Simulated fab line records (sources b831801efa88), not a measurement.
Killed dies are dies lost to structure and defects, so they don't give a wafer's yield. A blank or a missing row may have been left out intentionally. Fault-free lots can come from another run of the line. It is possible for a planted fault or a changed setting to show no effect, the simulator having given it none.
fab line records / flow sky130 / part 2 of 2: steps 25 to 33 of 33
[record] lots = 5 wafers = 15 lastDay = 49
route steps=708 shown RES_PROTECT@216 POLY_GATE@217 LDD_N@237
lots with no fault: from the same line, run without faults
startH: hours from the record's opening day to when the first of the lot's shown wafers began / waitH: hours elapsed since this lot's preceding step / " the same as in the row above / L1.1+2: several wafers, shown together as one row / - no value, or no start given / * or withheld: withheld / < > ~ a bound
route shown NAME@n: a module of which the file shows steps, and the number in the route of the first / usual: mean/standard deviation taken from wafers without a fault / same: alike in all rows / chamber/n: place in a boat / sites: readings site by site / _std_site: standard deviation of those values / _edge_site: inner sites' mean taken away from outer sites' mean / radiusMm: how far each site lies from the wafer's centre / mask NAME#n: copy n / behind: the tool/chamber that last shaped the wafer / hold: cause of the lot's hold/its duration in hours/its outcome / device: which transistor (n, p or np) failed to switch / end of line: the tests these same wafers got at the end of their route / a step with no rows: only its recipe / killed: not the wafer's yield, but the dies lost to structure and defects at the first sort / map: a wafer's dies, marking killed ones x, the rest . and places with no die _
set.NAME: the setting as run; set.NAME@STEP: as run at that earlier step / model.NAME: the simulator's own value behind a step, which no gauge read
lots at selected steps of the route; one table per step, one row per wafer
services: from which hour (startH, from the record's first day; less than 0 if before it) a tool's chamber was out of use, for how many hours, and why
[[steps]]
[step SKY_LDD_N_SOFTBAKE_03]
[recipe] tempC = 90 timeS = 60 resist = NOVOLAK
[usual] chillPlateTempC = 23.00/0.089
lot.wafer=L083.2 tool=lithoTrack-03 chamber=0 startH=466.90 waitH=0.1 chillPlateTempC=22.86
lot.wafer=L083.3 tool=lithoTrack-03 chamber=0 startH=466.90 waitH=0.1 chillPlateTempC=22.97
lot.wafer=L083.5 tool=lithoTrack-03 chamber=0 startH=466.90 waitH=0.1 chillPlateTempC=22.84
lot.wafer=L085.3 tool=lithoTrack-04 chamber=0 startH=482.99 waitH=0.1 chillPlateTempC=23.09
lot.wafer=L085.4 tool=lithoTrack-04 chamber=0 startH=482.99 waitH=0.1 chillPlateTempC=22.89
lot.wafer=L085.5 tool=lithoTrack-04 chamber=0 startH=482.99 waitH=0.1 chillPlateTempC=22.95
lot.wafer=L086.1 tool=lithoTrack-03 chamber=0 startH=498.82 waitH=0.1 chillPlateTempC=23.05
lot.wafer=L086.3 tool=lithoTrack-03 chamber=0 startH=498.82 waitH=0.1 chillPlateTempC=22.82
lot.wafer=L086.5 tool=lithoTrack-03 chamber=0 startH=498.82 waitH=0.1 chillPlateTempC=23.02
lot.wafer=L091.4 tool=lithoTrack-02 chamber=0 startH=534.45 waitH=0.1 chillPlateTempC=23.07
lot.wafer=L091.5 tool=lithoTrack-02 chamber=0 startH=534.45 waitH=0.1 chillPlateTempC=23.08
lot.wafer=L091.6 tool=lithoTrack-02 chamber=0 startH=534.45 waitH=0.1 chillPlateTempC=23.02
lot.wafer=L094.3 tool=lithoTrack-04 chamber=0 startH=559.69 waitH=0.1 chillPlateTempC=22.90
lot.wafer=L094.4 tool=lithoTrack-04 chamber=0 startH=559.69 waitH=0.1 chillPlateTempC=23.10
lot.wafer=L094.6 tool=lithoTrack-04 chamber=0 startH=559.69 waitH=0.1 chillPlateTempC=23.04
[step SKY_LDD_N_EXPOSE_04]
[recipe] maskId = NTM targetCdNm = 840 na = 0.6 sourceShape = conventional sigmaOuter = 0.6 doseMj = 110
[usual] stageVelMmS = 500.08/0.23
lot.wafer=L083.2 tool=ilineStepper-02 chamber=0 startH=- waitH=- mask=NTM#0 stageVelMmS=499.70
lot.wafer=L083.3 tool=ilineStepper-02 chamber=0 startH=- waitH=- mask=NTM#0 stageVelMmS=499.86
lot.wafer=L083.5 tool=ilineStepper-02 chamber=0 startH=- waitH=- mask=NTM#0 stageVelMmS=500.46
lot.wafer=L085.3 tool=ilineStepper-02 chamber=0 startH=- waitH=- mask=NTM#0 stageVelMmS=499.92
lot.wafer=L085.4 tool=ilineStepper-02 chamber=0 startH=- waitH=- mask=NTM#0 stageVelMmS=499.66
lot.wafer=L085.5 tool=ilineStepper-02 chamber=0 startH=- waitH=- mask=NTM#0 stageVelMmS=500.37
lot.wafer=L086.1 tool=ilineStepper-02 chamber=0 startH=- waitH=- mask=NTM#0 stageVelMmS=500.30
lot.wafer=L086.3 tool=ilineStepper-02 chamber=0 startH=- waitH=- mask=NTM#0 stageVelMmS=500.37
lot.wafer=L086.5 tool=ilineStepper-02 chamber=0 startH=- waitH=- mask=NTM#0 stageVelMmS=500.35
lot.wafer=L091.4 tool=ilineStepper-01 chamber=0 startH=- waitH=- mask=NTM#0 stageVelMmS=500.38
lot.wafer=L091.5 tool=ilineStepper-01 chamber=0 startH=- waitH=- mask=NTM#0 stageVelMmS=500.69
lot.wafer=L091.6 tool=ilineStepper-01 chamber=0 startH=- waitH=- mask=NTM#0 stageVelMmS=500.69
lot.wafer=L094.3 tool=ilineStepper-01 chamber=0 startH=- waitH=- mask=NTM#0 stageVelMmS=500.24
lot.wafer=L094.4 tool=ilineStepper-01 chamber=0 startH=- waitH=- mask=NTM#0 stageVelMmS=499.94
lot.wafer=L094.6 tool=ilineStepper-01 chamber=0 startH=- waitH=- mask=NTM#0 stageVelMmS=500.26
[step SKY_LDD_N_PEB_05]
[recipe] tempC = withheld timeS = * resist = NOVOLAK
[usual] chillPlateTempC = *
lot.wafer=L083.2 tool=lithoTrack-04 chamber=0 startH=- waitH=- chillPlateTempC=*
lot.wafer=L083.3 tool=lithoTrack-04 chamber=0 startH=- waitH=- chillPlateTempC=*
lot.wafer=L083.5 tool=lithoTrack-04 chamber=0 startH=- waitH=- chillPlateTempC=*
lot.wafer=L085.3 tool=lithoTrack-02 chamber=0 startH=- waitH=- chillPlateTempC=*
lot.wafer=L085.4 tool=lithoTrack-02 chamber=0 startH=- waitH=- chillPlateTempC=*
lot.wafer=L085.5 tool=lithoTrack-02 chamber=0 startH=- waitH=- chillPlateTempC=*
lot.wafer=L086.1 tool=lithoTrack-02 chamber=0 startH=- waitH=- chillPlateTempC=*
lot.wafer=L086.3 tool=lithoTrack-02 chamber=0 startH=- waitH=- chillPlateTempC=*
lot.wafer=L086.5 tool=lithoTrack-02 chamber=0 startH=- waitH=- chillPlateTempC=*
lot.wafer=L091.4 tool=lithoTrack-03 chamber=0 startH=- waitH=- chillPlateTempC=*
lot.wafer=L091.5 tool=lithoTrack-03 chamber=0 startH=- waitH=- chillPlateTempC=*
lot.wafer=L091.6 tool=lithoTrack-03 chamber=0 startH=- waitH=- chillPlateTempC=*
lot.wafer=L094.3 tool=lithoTrack-03 chamber=0 startH=- waitH=- chillPlateTempC=*
lot.wafer=L094.4 tool=lithoTrack-03 chamber=0 startH=- waitH=- chillPlateTempC=*
lot.wafer=L094.6 tool=lithoTrack-03 chamber=0 startH=- waitH=- chillPlateTempC=*
[step SKY_LDD_N_DEVELOP_06]
[recipe] developTimeS = 60 devTempC = 23
[usual] chillPlateTempC = 23.00/0.12
lot.wafer=L083.2 tool=lithoTrack-04 chamber=0 startH=481.71 waitH=0.1 chillPlateTempC=22.94
lot.wafer=L083.3 tool=lithoTrack-04 chamber=0 startH=481.71 waitH=0.1 chillPlateTempC=22.82
lot.wafer=L083.5 tool=lithoTrack-04 chamber=0 startH=481.71 waitH=0.1 chillPlateTempC=22.95
lot.wafer=L085.3 tool=lithoTrack-02 chamber=0 startH=498.32 waitH=0.1 chillPlateTempC=23.18
lot.wafer=L085.4 tool=lithoTrack-02 chamber=0 startH=498.32 waitH=0.1 chillPlateTempC=23.07
lot.wafer=L085.5 tool=lithoTrack-02 chamber=0 startH=498.32 waitH=0.1 chillPlateTempC=23.03
lot.wafer=L086.1 tool=lithoTrack-02 chamber=0 startH=513.72 waitH=0.1 chillPlateTempC=23.06
lot.wafer=L086.3 tool=lithoTrack-02 chamber=0 startH=513.72 waitH=0.1 chillPlateTempC=23.05
lot.wafer=L086.5 tool=lithoTrack-02 chamber=0 startH=513.72 waitH=0.1 chillPlateTempC=22.99
lot.wafer=L091.4 tool=lithoTrack-03 chamber=0 startH=549.05 waitH=0.1 chillPlateTempC=23.04
lot.wafer=L091.5 tool=lithoTrack-03 chamber=0 startH=549.05 waitH=0.1 chillPlateTempC=23.08
lot.wafer=L091.6 tool=lithoTrack-03 chamber=0 startH=549.05 waitH=0.1 chillPlateTempC=23.05
lot.wafer=L094.3 tool=lithoTrack-03 chamber=0 startH=574.47 waitH=0.1 chillPlateTempC=23.09
lot.wafer=L094.4 tool=lithoTrack-03 chamber=0 startH=574.47 waitH=0.1 chillPlateTempC=22.86
lot.wafer=L094.6 tool=lithoTrack-03 chamber=0 startH=574.47 waitH=0.1 chillPlateTempC=23.06
[step SKY_LDD_N_OVL_MEAS_07]
[usual] LDD_N_OVL = 0.6/1.3
lot.wafer=L083.2 tool=overlay-01 chamber=- startH=481.87 waitH=0.1 LDD_N_OVL[nm]=1.8
lot.wafer=L083.3 tool=overlay-01 chamber=- startH=481.87 waitH=0.1 LDD_N_OVL[nm]=0.4
lot.wafer=L083.5 tool=overlay-01 chamber=- startH=481.87 waitH=0.1 LDD_N_OVL[nm]=0.7
lot.wafer=L085.3 tool=overlay-01 chamber=- startH=498.43 waitH=0.1 LDD_N_OVL[nm]=2.6
lot.wafer=L085.4 tool=overlay-01 chamber=- startH=498.43 waitH=0.1 LDD_N_OVL[nm]=1.3
lot.wafer=L085.5 tool=overlay-01 chamber=- startH=498.43 waitH=0.1 LDD_N_OVL[nm]=2.2
lot.wafer=L086.1 tool=overlay-01 chamber=- startH=513.87 waitH=0.1 LDD_N_OVL[nm]=-0.6
lot.wafer=L086.3 tool=overlay-01 chamber=- startH=513.87 waitH=0.1 LDD_N_OVL[nm]=2.3
lot.wafer=L086.5 tool=overlay-01 chamber=- startH=513.87 waitH=0.1 LDD_N_OVL[nm]=1.4
lot.wafer=L091.4 tool=overlay-02 chamber=- startH=549.14 waitH=0.1 LDD_N_OVL[nm]=-1.0
lot.wafer=L091.5 tool=overlay-02 chamber=- startH=549.14 waitH=0.1 LDD_N_OVL[nm]=-0.3
lot.wafer=L091.6 tool=overlay-02 chamber=- startH=549.14 waitH=0.1 LDD_N_OVL[nm]=-1.1
lot.wafer=L094.3 tool=overlay-02 chamber=- startH=574.58 waitH=0.1 LDD_N_OVL[nm]=2.1
lot.wafer=L094.4 tool=overlay-02 chamber=- startH=574.58 waitH=0.1 LDD_N_OVL[nm]=0.0
lot.wafer=L094.6 tool=overlay-02 chamber=- startH=574.58 waitH=0.1 LDD_N_OVL[nm]=1.6
[step SKY_LDD_N_IMPLANT_08]
[recipe] species = As energyKev = 20 doseCm2 = 7.5e+13 tiltDeg = withheld rotationDeg = 23
[usual] endStationPressureTorr = 5.31e-06/2.5e-07
[same] implantIonAmu = 75
lot.wafer=L083.2 tool=implanter-04 chamber=0 startH=481.93 waitH=0.0 endStationPressureTorr=5.06e-06
lot.wafer=L083.3 tool=implanter-04 chamber=0 startH=481.93 waitH=0.0 endStationPressureTorr=4.92e-06
lot.wafer=L083.5 tool=implanter-04 chamber=0 startH=481.93 waitH=0.0 endStationPressureTorr=5.23e-06
lot.wafer=L085.3 tool=implanter-03 chamber=0 startH=498.51 waitH=0.1 endStationPressureTorr=5.19e-06
lot.wafer=L085.4 tool=implanter-03 chamber=0 startH=498.51 waitH=0.1 endStationPressureTorr=5.35e-06
lot.wafer=L085.5 tool=implanter-03 chamber=0 startH=498.51 waitH=0.1 endStationPressureTorr=5.35e-06
lot.wafer=L086.1 tool=implanter-04 chamber=0 startH=513.91 waitH=0.0 endStationPressureTorr=5.1e-06
lot.wafer=L086.3 tool=implanter-04 chamber=0 startH=513.91 waitH=0.0 endStationPressureTorr=5.63e-06
lot.wafer=L086.5 tool=implanter-04 chamber=0 startH=513.91 waitH=0.0 endStationPressureTorr=5.01e-06
lot.wafer=L091.4 tool=implanter-04 chamber=0 startH=549.23 waitH=0.1 endStationPressureTorr=5.65e-06
lot.wafer=L091.5 tool=implanter-04 chamber=0 startH=549.23 waitH=0.1 endStationPressureTorr=5.35e-06
lot.wafer=L091.6 tool=implanter-04 chamber=0 startH=549.23 waitH=0.1 endStationPressureTorr=5.18e-06
lot.wafer=L094.3 tool=implanter-03 chamber=0 startH=574.77 waitH=0.2 endStationPressureTorr=5.29e-06
lot.wafer=L094.4 tool=implanter-03 chamber=0 startH=574.77 waitH=0.2 endStationPressureTorr=5.2e-06
lot.wafer=L094.6 tool=implanter-03 chamber=0 startH=574.77 waitH=0.2 endStationPressureTorr=5.17e-06
[step SKY_LDD_N_IMPLANT_09]
[recipe] species = As energyKev = 20 doseCm2 = 7.5e+13 tiltDeg = withheld rotationDeg = 113
[usual] endStationPressureTorr = 5.36e-06/2.9e-07
[same] implantIonAmu = 75
lot.wafer=L083.2 tool=implanter-04 chamber=0 startH=482.08 waitH=0.1 endStationPressureTorr=5.29e-06
lot.wafer=L083.3 tool=implanter-04 chamber=0 startH=482.08 waitH=0.1 endStationPressureTorr=5.14e-06
lot.wafer=L083.5 tool=implanter-04 chamber=0 startH=482.08 waitH=0.1 endStationPressureTorr=5.33e-06
lot.wafer=L085.3 tool=implanter-03 chamber=0 startH=498.66 waitH=0.1 endStationPressureTorr=4.89e-06
lot.wafer=L085.4 tool=implanter-03 chamber=0 startH=498.66 waitH=0.1 endStationPressureTorr=5.43e-06
lot.wafer=L085.5 tool=implanter-03 chamber=0 startH=498.66 waitH=0.1 endStationPressureTorr=5.56e-06
lot.wafer=L086.1 tool=implanter-04 chamber=0 startH=514.06 waitH=0.1 endStationPressureTorr=5.32e-06
lot.wafer=L086.3 tool=implanter-04 chamber=0 startH=514.06 waitH=0.1 endStationPressureTorr=5.48e-06
lot.wafer=L086.5 tool=implanter-04 chamber=0 startH=514.06 waitH=0.1 endStationPressureTorr=5.32e-06
lot.wafer=L091.4 tool=implanter-04 chamber=0 startH=549.38 waitH=0.1 endStationPressureTorr=5.44e-06
lot.wafer=L091.5 tool=implanter-04 chamber=0 startH=549.38 waitH=0.1 endStationPressureTorr=5.24e-06
lot.wafer=L091.6 tool=implanter-04 chamber=0 startH=549.38 waitH=0.1 endStationPressureTorr=5.85e-06
lot.wafer=L094.3 tool=implanter-03 chamber=0 startH=574.92 waitH=0.1 endStationPressureTorr=5.99e-06
lot.wafer=L094.4 tool=implanter-03 chamber=0 startH=574.92 waitH=0.1 endStationPressureTorr=5.7e-06
lot.wafer=L094.6 tool=implanter-03 chamber=0 startH=574.92 waitH=0.1 endStationPressureTorr=5.62e-06
[step SKY_LDD_N_IMPLANT_10]
[recipe] species = As energyKev = 20 doseCm2 = 7.5e+13 tiltDeg = withheld rotationDeg = 203
[usual] endStationPressureTorr = 5.34e-06/3e-07
[same] implantIonAmu = 75
lot.wafer=L083.2 tool=implanter-04 chamber=0 startH=482.23 waitH=0.1 endStationPressureTorr=5.68e-06
lot.wafer=L083.3 tool=implanter-04 chamber=0 startH=482.23 waitH=0.1 endStationPressureTorr=5.01e-06
lot.wafer=L083.5 tool=implanter-04 chamber=0 startH=482.23 waitH=0.1 endStationPressureTorr=5.54e-06
lot.wafer=L085.3 tool=implanter-03 chamber=0 startH=498.81 waitH=0.1 endStationPressureTorr=5.33e-06
lot.wafer=L085.4 tool=implanter-03 chamber=0 startH=498.81 waitH=0.1 endStationPressureTorr=5.55e-06
lot.wafer=L085.5 tool=implanter-03 chamber=0 startH=498.81 waitH=0.1 endStationPressureTorr=5.26e-06
lot.wafer=L086.1 tool=implanter-04 chamber=0 startH=514.21 waitH=0.1 endStationPressureTorr=5.52e-06
lot.wafer=L086.3 tool=implanter-04 chamber=0 startH=514.21 waitH=0.1 endStationPressureTorr=5.48e-06
lot.wafer=L086.5 tool=implanter-04 chamber=0 startH=514.21 waitH=0.1 endStationPressureTorr=5.67e-06
lot.wafer=L091.4 tool=implanter-04 chamber=0 startH=549.53 waitH=0.1 endStationPressureTorr=5.49e-06
lot.wafer=L091.5 tool=implanter-04 chamber=0 startH=549.53 waitH=0.1 endStationPressureTorr=5.31e-06
lot.wafer=L091.6 tool=implanter-04 chamber=0 startH=549.53 waitH=0.1 endStationPressureTorr=5.85e-06
lot.wafer=L094.3 tool=implanter-03 chamber=0 startH=575.07 waitH=0.1 endStationPressureTorr=4.98e-06
lot.wafer=L094.4 tool=implanter-03 chamber=0 startH=575.07 waitH=0.1 endStationPressureTorr=4.67e-06
lot.wafer=L094.6 tool=implanter-03 chamber=0 startH=575.07 waitH=0.1 endStationPressureTorr=5.64e-06
[step SKY_LDD_N_IMPLANT_11]
[recipe] species = As energyKev = 20 doseCm2 = 7.5e+13 tiltDeg = withheld rotationDeg = 293
[usual] endStationPressureTorr = 5.35e-06/2.6e-07
[same] implantIonAmu = 75
lot.wafer=L083.2 tool=implanter-04 chamber=0 startH=482.38 waitH=0.1 endStationPressureTorr=5.24e-06
lot.wafer=L083.3 tool=implanter-04 chamber=0 startH=482.38 waitH=0.1 endStationPressureTorr=5.51e-06
lot.wafer=L083.5 tool=implanter-04 chamber=0 startH=482.38 waitH=0.1 endStationPressureTorr=5.51e-06
lot.wafer=L085.3 tool=implanter-03 chamber=0 startH=498.96 waitH=0.1 endStationPressureTorr=5.31e-06
lot.wafer=L085.4 tool=implanter-03 chamber=0 startH=498.96 waitH=0.1 endStationPressureTorr=5.2e-06
lot.wafer=L085.5 tool=implanter-03 chamber=0 startH=498.96 waitH=0.1 endStationPressureTorr=5.26e-06
lot.wafer=L086.1 tool=implanter-04 chamber=0 startH=514.36 waitH=0.1 endStationPressureTorr=5.43e-06
lot.wafer=L086.3 tool=implanter-04 chamber=0 startH=514.36 waitH=0.1 endStationPressureTorr=5.35e-06
lot.wafer=L086.5 tool=implanter-04 chamber=0 startH=514.36 waitH=0.1 endStationPressureTorr=5.26e-06
lot.wafer=L091.4 tool=implanter-04 chamber=0 startH=549.68 waitH=0.1 endStationPressureTorr=5.47e-06
lot.wafer=L091.5 tool=implanter-04 chamber=0 startH=549.68 waitH=0.1 endStationPressureTorr=5.02e-06
lot.wafer=L091.6 tool=implanter-04 chamber=0 startH=549.68 waitH=0.1 endStationPressureTorr=5.37e-06
lot.wafer=L094.3 tool=implanter-03 chamber=0 startH=575.22 waitH=0.1 endStationPressureTorr=5.31e-06
lot.wafer=L094.4 tool=implanter-03 chamber=0 startH=575.22 waitH=0.1 endStationPressureTorr=5.37e-06
lot.wafer=L094.6 tool=implanter-03 chamber=0 startH=575.22 waitH=0.1 endStationPressureTorr=5.16e-06
[[services]]
tool=krfScanner-02 chamber=- startH=393.74 hours=3.6 kind=pm
tool=ilineStepper-02 chamber=- startH=397.07 hours=1.7 kind=pm
tool=rieDiel-01 chamber=3 startH=407.23 hours=3.8 kind=repair
tool=rieDiel-04 chamber=0 startH=417.33 hours=2.5 kind=repair
tool=ilineStepper-01 chamber=- startH=417.67 hours=1.7 kind=pm
tool=krfScanner-02 chamber=- startH=420.83 hours=0.8 kind=pm
tool=plasmaAsher-01 chamber=- startH=421.25 hours=9.0 kind=pm
tool=furnace-01 chamber=- startH=423.27 hours=3.6 kind=pm
tool=furnace-01 chamber=- startH=433.51 hours=9.6 kind=repair
tool=rieDiel-04 chamber=- startH=442.36 hours=0.3 kind=repair
tool=implanter-04 chamber=- startH=448.88 hours=5.1 kind=repair
tool=krfScanner-02 chamber=- startH=481.65 hours=1.0 kind=pm
tool=rieDiel-04 chamber=- startH=489.20 hours=2.8 kind=pm
tool=krfScanner-02 chamber=- startH=502.50 hours=15.9 kind=repair
tool=furnace-02 chamber=- startH=513.77 hours=3.4 kind=pm
tool=rieDiel-04 chamber=1 startH=514.48 hours=5.9 kind=repair
tool=krfScanner-02 chamber=- startH=530.06 hours=1.3 kind=pm
tool=krfScanner-02 chamber=- startH=531.62 hours=5.6 kind=repair
tool=furnace-02 chamber=- startH=533.02 hours=3.5 kind=pm
tool=krfScanner-02 chamber=- startH=539.48 hours=6.1 kind=repair
tool=implanter-04 chamber=- startH=544.36 hours=3.2 kind=pm
tool=krfScanner-02 chamber=- startH=551.02 hours=0.3 kind=repair
tool=implanter-04 chamber=- startH=571.35 hours=3.6 kind=repair
tool=implanter-04 chamber=- startH=571.73 hours=1.2 kind=repair
